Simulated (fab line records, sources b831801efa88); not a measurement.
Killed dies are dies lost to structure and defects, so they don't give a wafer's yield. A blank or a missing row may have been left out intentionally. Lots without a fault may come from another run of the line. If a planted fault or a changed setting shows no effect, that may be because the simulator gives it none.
fab line records ; flow sky130
record: lots: 6; wafers: 18; lastDay: 51
route steps=708 shown METAL4@637 VIA4@639
lots that met no fault: taken from a fault-free run of the same line
startH: start of the lot's first displayed wafer, in hours after the record's first day ; waitH: hours since the lot's step before ; " identical to the entry in the row above ; L1.1+2: a row that stands for several wafers ; - no value present, or no start provided ; * or withheld: withheld ; < > ~ a bound
route shown NAME@n: names a module that has steps shown in the file, with the first one's number in the route ; usual: average and standard deviation across the fault-free wafers ; same: alike in all rows ; chamber/n: place in a boat ; sites: readings site by site ; _std_site: their standard deviation ; _edge_site: the outer-site mean with the inner-site mean subtracted ; radiusMm: how far each site lies from the wafer's centre ; mask NAME#n: copy n ; behind: the most recent tool/chamber to have shaped the wafer ; hold: why the lot went on hold/how many hours it stayed there/how the hold came to an end ; device: names the non-switching transistor (n, p or np) ; end of line: at the end of the route, the tests of the same wafers ; a step given without rows: its recipe and nothing more ; killed: at the first sort, the dies lost to defects and structure; wafer yield is something else ; map: per-die view of a wafer (x killed, . not killed, _ where there is no die)
set.NAME: setting as actually run; set.NAME@STEP: the setting as run at that earlier step ; model.NAME: the simulator's own value behind a step, which no gauge read
a table for each step, a row for each wafer; lots at some steps of the route
services: when a tool's chamber went out of use (startH, in hours from the record's first day, below 0 if earlier), for how many hours, and the reason
== steps ==
step: SKY_METAL4_CLEAN_21
recipe: chemistry: IPA; timeS: 180; tempC: 25
step: SKY_METAL4_CLEAN_22
recipe: chemistry: O3/DIW; dry: n2Spin
step: SKY_VIA4_HDPCVD_00
recipe: material: SiO2; targetThkNm: 1750; sigmaOpenFrac: 0.3; timeS: 291.7; tempC: 400; sih4FlowSccm: 60; pressureMtorr: 6
step: SKY_VIA4_THK_MEAS_01
recipe: reads: SiO2_of_VIA4_HDPCVD_00
usual: VIA4_HDPCVD_THK: 1748/17
lot.wafer;tool;chamber;startH;waitH;VIA4_HDPCVD_THK[nm]
L872.2;filmMetro-01;-;1012.59;0.1;1783
L872.3;filmMetro-01;-;1012.59;0.1;1728
L872.5;filmMetro-01;-;1012.59;0.1;1767
L881.2;filmMetro-01;-;1064.88;0.1;1754
L881.3;filmMetro-01;-;1064.88;0.1;1758
L881.4;filmMetro-01;-;1064.88;0.1;1761
L882.1;filmMetro-03;-;1075.49;0.1;1723
L882.5;filmMetro-03;-;1075.49;0.1;1754
L882.6;filmMetro-03;-;1075.49;0.1;1743
L885.1;filmMetro-01;-;1101.49;0.1;1756
L885.2;filmMetro-01;-;1101.49;0.1;1746
L885.4;filmMetro-01;-;1101.49;0.1;1755
L889.2;filmMetro-01;-;1137.92;0.1;1731
L889.5;filmMetro-01;-;1137.92;0.1;1765
L889.6;filmMetro-01;-;1137.92;0.1;1718
L893.2;filmMetro-03;-;1146.89;0.1;1747
L893.3;filmMetro-03;-;1146.89;0.1;1759
L893.5;filmMetro-03;-;1146.89;0.1;1757
step: SKY_VIA4_CMP_02
recipe: material: SiO2; downForcePsi: 4; platenRpm: 60; padVelocityMS: 0.94248
usual: motorCurrentA: 13.2/1.5
lot.wafer;tool;chamber;startH;waitH;motorCurrentA
L872.3;cmp-01;1;1012.64;0.0;12.0
L872.2;cmp-01;2;1012.64;0.0;13.8
L872.5;cmp-01;1;1012.64;0.0;12.1
L881.2;cmp-02;0;1064.93;0.0;10.8
L881.3;cmp-02;1;1064.93;0.0;12.8
L881.4;cmp-02;3;1064.93;0.0;11.0
L882.1;cmp-01;2;1075.82;0.3;13.6
L882.6;cmp-01;2;1075.82;0.3;14.0
L882.5;cmp-01;3;1075.82;0.3;15.9
L885.1;cmp-01;0;1101.60;0.1;13.0
L885.2;cmp-01;1;1101.60;0.1;12.3
L885.4;cmp-01;2;1101.60;0.1;13.9
L889.2;cmp-01;0;1137.97;0.0;12.8
L889.6;cmp-01;0;1137.97;0.0;13.4
L889.5;cmp-01;1;1137.97;0.0;12.4
L893.3;cmp-02;1;1146.94;0.0;12.3
L893.2;cmp-02;3;1146.94;0.0;11.5
L893.5;cmp-02;2;1146.94;0.0;13.1
step: SKY_VIA4_BOW_MEAS_03
recipe: mode: bow
usual: VIA4_BOW: 83/7.5
lot.wafer;tool;chamber;startH;waitH;VIA4_BOW[um]
L872.2;filmMetro-01;-;1012.96;0.2;85
L872.3;filmMetro-01;-;1012.96;0.2;84
L872.5;filmMetro-01;-;1012.96;0.2;80
L881.2;filmMetro-03;-;1065.25;0.3;82
L881.3;filmMetro-03;-;1065.25;0.3;88
L881.4;filmMetro-03;-;1065.25;0.3;80
L882.1;filmMetro-03;-;1076.12;0.2;88
L882.5;filmMetro-03;-;1076.12;0.2;80
L882.6;filmMetro-03;-;1076.12;0.2;70
L885.1;filmMetro-02;-;1101.85;0.2;87
L885.2;filmMetro-02;-;1101.85;0.2;87
L885.4;filmMetro-02;-;1101.85;0.2;82
L889.2;filmMetro-01;-;1138.32;0.3;91
L889.5;filmMetro-01;-;1138.32;0.3;89
L889.6;filmMetro-01;-;1138.32;0.3;89
L893.2;filmMetro-02;-;1147.26;0.2;74
L893.3;filmMetro-02;-;1147.26;0.2;85
L893.5;filmMetro-02;-;1147.26;0.2;71
step: SKY_VIA4_DEHYDRATE_04
recipe: tempC: 200; timeS: 60
step: SKY_VIA4_HMDS_05
recipe: primeTimeS: 60; primeTempC: 120
step: SKY_VIA4_COAT_06
recipe: resist: NOVOLAK; spinRpm: 3000; resistThkNm: 1140
step: SKY_VIA4_SOFTBAKE_07
recipe: tempC: 90; timeS: 60; resist: NOVOLAK
step: SKY_VIA4_EXPOSE_08
recipe: maskId: VIM4; na: 0.6; sourceShape: conventional; sigmaOuter: 0.6; polarization: unpolarized; targetCdNm: 800; doseMj: 132
step: SKY_VIA4_PEB_09
recipe: tempC: withheld; timeS: *; resist: NOVOLAK
step: SKY_VIA4_DEVELOP_10
recipe: resist: NOVOLAK; developer: TMAH; developTimeS: 60; devTempC: 23
usual: chillPlateTempC: 22.98/0.095; developTimeS: 60/0
lot.wafer;tool;chamber;startH;waitH;chillPlateTempC;developTimeS
L872.2;lithoTrack-01;0;1035.82;0.1;22.99;60
L872.3;lithoTrack-01;0;1035.82;0.1;22.90;60
L872.5;lithoTrack-01;0;1035.82;0.1;22.94;60
L881.2;lithoTrack-02;-;1086.02;0.1;-;-
L881.3;lithoTrack-02;-;1086.02;0.1;-;-
L881.4;lithoTrack-02;-;1086.02;0.1;-;-
L882.1;lithoTrack-01;-;1096.94;0.1;-;-
L882.5;lithoTrack-01;-;1096.94;0.1;-;-
L882.6;lithoTrack-01;-;1096.94;0.1;-;-
L885.1;lithoTrack-01;0;1122.04;0.1;23.05;60
L885.2;lithoTrack-01;0;1122.04;0.1;23.04;60
L885.4;lithoTrack-01;0;1122.04;0.1;23.03;60
L889.2;lithoTrack-01;0;1156.02;0.1;22.91;60
L889.5;lithoTrack-01;0;1156.02;0.1;22.96;60
L889.6;lithoTrack-01;0;1156.02;0.1;22.98;60
L893.2;lithoTrack-03;0;1165.25;0.1;23.05;60
L893.3;lithoTrack-03;0;1165.25;0.1;23.14;60
L893.5;lithoTrack-03;0;1165.25;0.1;23.03;60
step: SKY_VIA4_OVL_MEAS_11
usual: VIA4_OVL: -0.6/1.4
lot.wafer;tool;chamber;startH;waitH;VIA4_OVL[nm]
L872.2;overlay-02;-;1035.95;0.1;-0.9
L872.3;overlay-02;-;1035.95;0.1;-0.9
L872.5;overlay-02;-;1035.95;0.1;-0.4
L881.2;overlay-02;-;1086.15;0.1;-
L881.3;overlay-02;-;1086.15;0.1;-
L881.4;overlay-02;-;1086.15;0.1;-
L882.1;overlay-02;-;1097.09;0.1;-
L882.5;overlay-02;-;1097.09;0.1;-
L882.6;overlay-02;-;1097.09;0.1;-
L885.1;overlay-01;-;1122.19;0.1;1.4
L885.2;overlay-01;-;1122.19;0.1;-0.3
L885.4;overlay-01;-;1122.19;0.1;1.4
L889.2;overlay-01;-;1156.15;0.1;0.2
L889.5;overlay-01;-;1156.15;0.1;0.1
L889.6;overlay-01;-;1156.15;0.1;-1.7
L893.2;overlay-01;-;1165.38;0.1;-1.4
L893.3;overlay-01;-;1165.38;0.1;-0.8
L893.5;overlay-01;-;1165.38;0.1;-1.4
== services ==
tool;chamber;startH;hours;kind
cmp-01;-;1042.16;0.9;repair
cmp-01;-;1046.11;2.8;pm
cmp-02;-;1074.13;1.3;repair
cmp-02;-;1080.81;2.9;repair
cmp-01;-;1084.11;4.0;pm
cmp-01;-;1088.11;-;consumableReplace:conditioner
cmp-01;-;1088.11;-;consumableReplace:pad
cmp-02;-;1163.34;3.0;repair
cmp-02;-;1163.99;5.5;repair
== key ==
firstSign: step: SKY_VIA4_DEVELOP_10; reading: toolRecord; direction: missing
effect none on later readings
metAt SKY_VIA4_DEVELOP_10
struckWafers L881.2,L881.3,L881.4,L882.1,L882.5,L882.6
laterRowsLeftOut L881.2,L881.3,L881.4,L882.1,L882.5,L882.6
sortLeftOut L881.2,L881.3,L881.4,L882.1,L882.5,L882.6
onsetBetween 1035.82 1086.02
fault: kind: skippedStepWhole; tool: lithoTrack-01,lithoTrack-02; chamber: -; onsetH: 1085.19; steps: SKY_VIA4_DEVELOP_10; scope: struckLotsOnly
sortLeftOut: the simulated sort isn't trusted on such a fault, so these wafers' sort isn't shown, and their yield isn't known
laterRowsLeftOut: the simulator's readings of these wafers behind a module that went badly wrong aren't trusted and aren't shown, but for the sort
